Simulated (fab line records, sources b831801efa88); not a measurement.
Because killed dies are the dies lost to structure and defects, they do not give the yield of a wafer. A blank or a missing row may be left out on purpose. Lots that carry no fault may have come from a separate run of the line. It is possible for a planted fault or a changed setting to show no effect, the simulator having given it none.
Which tool is to blame?	flow gf180mcu	route of 602 steps, sampled at 1 step: 7 lots, 21 wafers

## WHAT EACH GAUGE READ, for each wafer
GF_V1_CD_MEAS_14: target cd 260 nm.
lot	measured	on	cd_nm (nm)
L859	day 18 12:54	cd_sem-01	259.0 259.6 258.9
L861	day 19 06:42	cd_sem-01	262.6 261.3 262.4
L863	day 20 01:15	cd_sem-01	259.7 260.8 259.5
L868	day 21 23:43	cd_sem-01	260.9 260.0 260.7
L875	day 24 10:07	cd_sem-01	259.7 260.7 260.5
L878	day 25 07:09	cd_sem-01	258.3 258.0 257.8
L881	day 26 02:42	cd_sem-01	260.5 260.2 260.0

## TOOL THAT RAN EACH LOT (tool first, then ch and the chambers of the sampled wafers, then the start)
Before these readings, the record contains no process step.

## THE ANSWER, worked out from the rows above alone
Rule: the usual values come from the lots themselves. Put in order of their means at a reading, lots are off if they are a third of the lots or fewer, leave a main group of 4 or more, and stand apart from it by a gap of 3 or more times the standard deviation of the main group's means; of several such gaps the widest counts. Not used: any main group whose means are identical at the precision the tables above print for the reading. A lot without any number at a reading at which 4 lots or more have one is off too. The other lots that the step has rows for count as sound.
Nothing can be told from this: no lot is off at any reading shown.

## WHAT THE SIMULATOR PUT IN
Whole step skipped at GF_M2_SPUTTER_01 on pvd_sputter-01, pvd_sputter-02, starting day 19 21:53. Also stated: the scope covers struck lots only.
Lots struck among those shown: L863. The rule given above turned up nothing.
